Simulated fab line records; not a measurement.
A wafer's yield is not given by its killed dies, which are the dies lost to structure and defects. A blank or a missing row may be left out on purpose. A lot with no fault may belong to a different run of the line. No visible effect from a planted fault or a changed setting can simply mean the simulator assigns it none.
Comparing a struck lot with a sound one	flow sfqLine	13 steps out of a route of 325
Sound: wafers L606.1, L606.3, L606.4. The struck wafers were L600.3, L600.4, L600.6. The cause is named last.
For every step that has rows: the tool of each side, followed by ch and its chambers, followed by its first start. Under that, the readings that differ: sound wafers	struck wafers	difference of the means	sigmas: that difference in standard deviations of wafers without a fault.
alike: a reading whose means differ by less than 2 such deviations, as well as words and numbers matching on both sides. not compared: withheld readings; readings where some wafer has no value; bounds like >300 that might hide an equal value; numbers whose values overlap and for which the record gives no deviation.
Wherever a step has rows on one side only, a row that says differs or no value, or a row with sigmas, the two part there. Numbers that don't overlap but have no deviation are shown without sigmas and don't part them. A reading that every wafer of one side lacks parts them only if that side has two wafers or more.

SFQ_I0_OVL_MEAS_908:
  sound on overlay-02 at day 21 14:31; struck on overlay-01 at day 19 14:23
  alike: I0_OVL
SFQ_TRILAYER_I0_VIA_BARC_OPEN_VIA_ETCH_046: etches BARC in O2, target depth 125 nm, time 41.7 s.
  sound on rieDiel-04 ch 1,2,3, day 21 14:32; struck on rieDiel-04 ch 1,3, day 19 14:25
  alike: drypumpMotorCurrentA, oesProductAu
  not compared: rfHoursCounterH
SFQ_TRILAYER_I0_VIA_ETCH_VIA_ETCH_034: etches SiO2 in CHF3, stops on Nb, target depth 260 nm.
  sound on rieDiel-04 ch 1,2,3, day 21 14:35; struck on rieDiel-04 ch 1,3, day 19 14:28
  alike: drypumpMotorCurrentA, oesProductAu
SFQ_TRILAYER_I0_VIA_STRIP_STRIP_035: strips in O2.
  sound on rieMetal-01 ch 0,1, day 21 14:42; struck on rieMetal-04 ch 0,1, day 19 14:46
  alike: drypumpMotorCurrentA, oesProductAu
  not compared: rfHoursCounterH
then, 2 steps without rows for these wafers: SFQ_TRILAYER_I0_VIA_STRIP_SOLV_CLEAN_036 (cleans in NMP, time 600 s); SFQ_TRILAYER_M1_DEP_PRE_CLEAN_038 (time 22.5 s).
SFQ_TRILAYER_M1_DEP_SPUTTER_037: material Nb, target thk 200 nm, time 133.3 s.
  sound on pvdSputter-06 at day 21 15:30; struck on pvdSputter-03 at day 19 15:23
  alike: throttleValvePct
SFQ_M1_RS_MEAS_909: the measuring method here is four-point-probe.
  sound on filmMetro-02 at day 21 15:35; struck on filmMetro-02 at day 19 15:31
  alike: M1_NB_RS
then, 3 steps without rows for these wafers: SFQ_TRILAYER_M1_LITHO_COAT_044 (resist thk 62 nm); SFQ_TRILAYER_M1_LITHO_COAT_039 (resist thk 600 nm); SFQ_TRILAYER_M1_LITHO_SOFTBAKE_043.
-- the record jumps here: 7 days lie between the struck wafers' starts before and after --
SFQ_TRILAYER_M1_LITHO_EXPOSE_040: exposes mask M1, target cd 500 nm.
  struck on krfScanner-02, day 26 10:19; sound on krfScanner-02 ch 0, day 28 06:59
  no value came back on the struck wafers for exposureDoseMJCm2, focusOffsetNm (nm); on the sound wafers exposureDoseMJCm2 reads 14.409 14.406 14.406
  alike: mask
then, 1 step without rows for these wafers: SFQ_TRILAYER_M1_LITHO_PEB_042 (peb time 60 s).

WHERE THEY PART
At SFQ_TRILAYER_M1_LITHO_EXPOSE_040 and nowhere else, as far as this record goes.

WHY: what the simulator had put in
At SFQ_TRILAYER_M1_LITHO_EXPOSE_040, the step was skipped entirely on krfScanner-02 from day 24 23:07 on. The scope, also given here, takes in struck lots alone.
